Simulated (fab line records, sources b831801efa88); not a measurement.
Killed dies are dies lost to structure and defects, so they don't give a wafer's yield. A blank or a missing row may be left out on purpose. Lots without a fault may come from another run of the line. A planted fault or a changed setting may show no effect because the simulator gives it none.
Split-lot experiment | flow gf180mcu | 5 lots, 23 wafers read, on a route of 602 steps

THE SPLIT
At GF_CONTACT_EXPOSE_11 (exposes mask Contact, target cd 220 nm), the setting dose_mj was moved away from the recipe's 38 on 7 of the 23 wafers read, by -2.2% to +7.4%. The other wafers ran this setting at the recipe's value.

FROM THE SPLIT TO THE READING: what the file shows between them, 2 steps
- GF_CONTACT_PEB_12: peb time 93.83 s
- GF_CONTACT_DEVELOP_13: develop time 60 s

THE READING
cd_nm, in nm, at GF_CONTACT_CD_MEAS_14 (target cd 220 nm). Fault-free wafers of this fab line usually give 219.7 nm, standard deviation 1.3 nm.

wafer  | tool, chamber at the split | dose_mj as run | against the recipe | cd_nm, nm | against lot-mates on the recipe
L076.1 | krf_scanner-01, 0          | 39.4           | +3.7%              | 225.0     | +4.9
L076.2 | krf_scanner-01, 0          | 38             | recipe             | 221.1     | -
L076.3 | krf_scanner-01, 0          | 39.4           | +3.7%              | 226.5     | +6.4
L076.4 | krf_scanner-01, 0          | 38             | recipe             | 219.5     | -
L076.6 | krf_scanner-01, 0          | 38             | recipe             | 219.6     | -
L079.2 | krf_scanner-01, 0          | 38             | recipe             | 218.0     | -
L079.4 | krf_scanner-01, 0          | 38             | recipe             | 219.2     | -
L079.5 | krf_scanner-01, 0          | 38             | recipe             | 219.4     | -
L081.1 | krf_scanner-02, 0          | 37.18          | -2.2%              | 217.9     | -3.8
L081.2 | krf_scanner-02, 0          | 37.18          | -2.2%              | 216.1     | -5.6
L081.3 | krf_scanner-02, 0          | 38             | recipe             | 221.6     | -
L081.4 | krf_scanner-02, 0          | 37.18          | -2.2%              | 216.7     | -5.0
L081.6 | krf_scanner-02, 0          | 38             | recipe             | 221.8     | -
L080.1 | krf_scanner-01, 0          | 38             | recipe             | 219.0     | -
L080.2 | krf_scanner-01, 0          | 38             | recipe             | 217.6     | -
L080.3 | krf_scanner-01, 0          | 38             | recipe             | 219.2     | -
L080.5 | krf_scanner-01, 0          | 38             | recipe             | 218.0     | -
L080.6 | krf_scanner-01, 0          | 38             | recipe             | 218.0     | -
L083.1 | krf_scanner-01, 0          | 38             | recipe             | 219.9     | -
L083.2 | krf_scanner-01, 0          | 38             | recipe             | 220.5     | -
L083.4 | krf_scanner-01, 0          | 40.82          | +7.4%              | 230.2     | +10.1
L083.5 | krf_scanner-01, 0          | 38             | recipe             | 219.8     | -
L083.6 | krf_scanner-01, 0          | 40.82          | +7.4%              | 231.5     | +11.4

THE FIT
A straight line over all 23 wafers: cd_nm changes by +1.51 nm for each +1% of dose_mj; r = +0.96; the points scatter about the line by 1.2 nm.
The same after taking each lot's own level away (the mean of its wafers on the recipe; 23 wafers): +1.57 nm for each +1%; r = +0.98; scatter 0.83 nm.
On that fit, the largest move of dose_mj shifts the reading by 12 nm.
The lots' own levels span 218.36 to 221.70 nm, that is 2.6 times the standard deviation above.
So the lot-to-lot level changes the slope little: the two slopes agree.
Check: with one of the wafers moved furthest among these (+7.4%) left out of the fit, the line predicts +12.1 nm for it against its lot-mates. It came out at +10.1 nm against them.

OTHER SPLITS ON THESE WAFERS
These wafers also went through other splits before the reading. Each is held against what the fit with the lots' levels taken away leaves over:
other split on the same wafers       | wafers away from the commonest value | r with cd_nm (lot level and that fit taken away)
GF_CONTACT_CMP_04 leave_above_ref_nm | 7                                    | +0.02

THE WHOLE CHAIN: every reading that the file lists as answering this split, in the file's order
step                  | what it does         | reading                                                        | change (the file's fit)              | r (the file's)
GF_CONTACT_CD_MEAS_14 | target cd 220 nm     | cd_nm                                                          | +1.52 nm for each +1% of the setting | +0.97
GF_CONTACT_ETCH_16    | etches BARC in N2/H2 | CONTACT.cd_nm (the simulator's own value, which no gauge read) | +1.59 nm for each +1% of the setting | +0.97

THE FILE'S OWN FIT
cd_nm changes by +1.52 nm for each +1% of dose_mj, r = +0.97.
